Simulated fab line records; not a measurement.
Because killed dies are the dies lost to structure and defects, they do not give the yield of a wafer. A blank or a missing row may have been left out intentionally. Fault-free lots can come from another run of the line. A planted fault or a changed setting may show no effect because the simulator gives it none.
What tool caused it? ; flow sky130 ; Sampling: 13 lots, 39 wafers, 4 of 708 route steps

== WHAT EACH GAUGE READ, for each wafer ==
SKY_NWELL_OVL_MEAS_23. Usual: NWELL_01_OVL typically reads 0.0 nm, with standard deviation 1.4.
lot;measured;on;NWELL_01_OVL (nm);flag
L615;day 5 09:11;overlay-01;0.3 0.8 -0.9;
L616;day 5 15:32;overlay-01;0.4 -0.6 0.5;
L619;day 6 07:41;overlay-02;-0.2 -1.1 -3.6;
L620;day 6 13:42;overlay-01;-0.4 -2.1 -0.9;
L622;day 7 08:17;overlay-01;-0.4 -2.3 -1.9;
L623;day 7 08:35;overlay-02;0.5 1.6 0.7;
L627;day 8 12:16;overlay-01;-0.2 0.6 0.4;
L631;day 9 09:26;overlay-01;-0.6 1.7 -0.7;
L632;day 9 14:33;overlay-01;-0.4 -1.8 -0.2;
L634;day 10 06:52;overlay-01;-0.3 0.7 -0.4;
L636;day 10 20:05;overlay-02;-0.8 1.1 -0.2;
L635;day 10 21:20;overlay-01;-1.2 0.6 1.3;
L638;day 11 05:55;overlay-01;-1.5 -1.7 -3.3;

SKY_VT_ADJUST_HVTR_OVL_MEAS_08. Usual: VT_ADJUST_HVTR_OVL typically reads -0.8 nm, with standard deviation 1.1.
lot;measured;on;VT_ADJUST_HVTR_OVL (nm);flag
L615;day 9 11:34;overlay-01;0.5 2.9 -0.4;
L616;day 9 19:25;overlay-02;0.3 -0.6 -1.0;
L619;day 10 14:27;overlay-01;-1.6 0.0 -0.8;
L620;day 10 23:53;overlay-02;-0.8 -1.7 -1.4;
L622;day 11 22:22;overlay-02;-2.1 -2.6 -1.8;
L623;day 11 23:34;overlay-02;-0.6 -1.4 -1.0;
L627;day 13 09:01;overlay-01;-1.4 -1.3 -0.5;
L631;day 14 10:45;overlay-02;-1.4 -1.3 -1.1;
L632;day 14 16:07;overlay-02;-1.5 -2.4 0.3;
L634;day 15 12:48;overlay-02;-2.8 -2.1 -1.3;
L636;day 16 03:48;overlay-02;-2.2 -1.8 -0.8;
L635;day 16 05:09;overlay-01;-1.8 -1.2 -0.3;
L638;day 16 15:28;overlay-01;2.2 -0.5 -0.5;

SKY_VT_ADJUST_HVTR_TW_MEAS_11. Usual: VT_ADJUST_HVTR_TW typically reads 210, with standard deviation 3.8.
lot;measured;on;VT_ADJUST_HVTR_TW;flag
L615;day 9 11:52;film_metro-04;211 211 211;
L616;day 9 19:43;film_metro-04;213 211 212;
L619;day 10 15:07;film_metro-03;261 262 262;OFF
L620;day 11 00:11;film_metro-01;206 206 206;
L622;day 11 22:40;film_metro-01;204 206 205;
L623;day 11 23:52;film_metro-01;205 206 205;
L627;day 13 09:37;film_metro-04;257 258 257;OFF
L631;day 14 11:02;film_metro-04;213 212 212;
L632;day 14 16:24;film_metro-01;205 207 206;
L634;day 15 13:05;film_metro-01;204 205 205;
L636;day 16 04:05;film_metro-01;207 205 206;
L635;day 16 05:26;film_metro-04;211 210 210;
L638;day 16 15:45;film_metro-03;215 215 214;

== WHAT TOOL EACH LOT RAN ON (gives the tool, then ch and the chambers of the sampled wafers, and finally the start) ==
lot;SKY_VT_ADJUST_HVTR_IMPLANT_09
L615;implanter-03 ch 0, day 9 11:37
L616;implanter-01 ch 0, day 9 19:28
L619;implanter-01 ch 0, day 10 14:29
L620;implanter-01 ch 0, day 10 23:58
L622;implanter-04 ch 0, day 11 22:25
L623;implanter-04 ch 0, day 11 23:37
L627;implanter-04 ch 0, day 13 09:05
L631;implanter-03 ch 0, day 14 10:47
L632;implanter-04 ch 0, day 14 16:11
L634;implanter-03 ch 0, day 15 12:52
L636;implanter-03 ch 0, day 16 03:52
L635;implanter-01 ch 0, day 16 05:11
L638;implanter-01 ch 0, day 16 15:32
- SKY_VT_ADJUST_HVTR_IMPLANT_09

== WHAT THE TOOLS THEMSELVES READ (means of the sampled wafers that have a number; where no wafer has one, the mark that the record gives instead) ==
The record holds no such reading with a usual standard deviation.

== THE ANSWER, worked out from the rows above alone ==
Rule: lot off if the mean of its wafers having a number is beyond 3 standard deviations from the usual mean. A lot without any number at a reading at which 4 lots or more have one is off too. The other lots that the step has rows for count as sound. First the gauges in route order, then the tools' own readings, where a lot's mean is used as printed above. The first step at which some lot is off is used, and at that step the reading that is off furthest; a lot without a number counts as furthest.
Off: L619, L627, at SKY_VT_ADJUST_HVTR_TW_MEAS_11 (VT_ADJUST_HVTR_TW).
If a tool, at a process step before that reading, ran all the lots that are off and no sound lot after the first of them, it fits. The gauges at SKY_VT_ADJUST_HVTR_TW_MEAS_11 are tried like those tools. Of those tried, none fits.

== WHAT THE SIMULATOR HAD INSERTED ==
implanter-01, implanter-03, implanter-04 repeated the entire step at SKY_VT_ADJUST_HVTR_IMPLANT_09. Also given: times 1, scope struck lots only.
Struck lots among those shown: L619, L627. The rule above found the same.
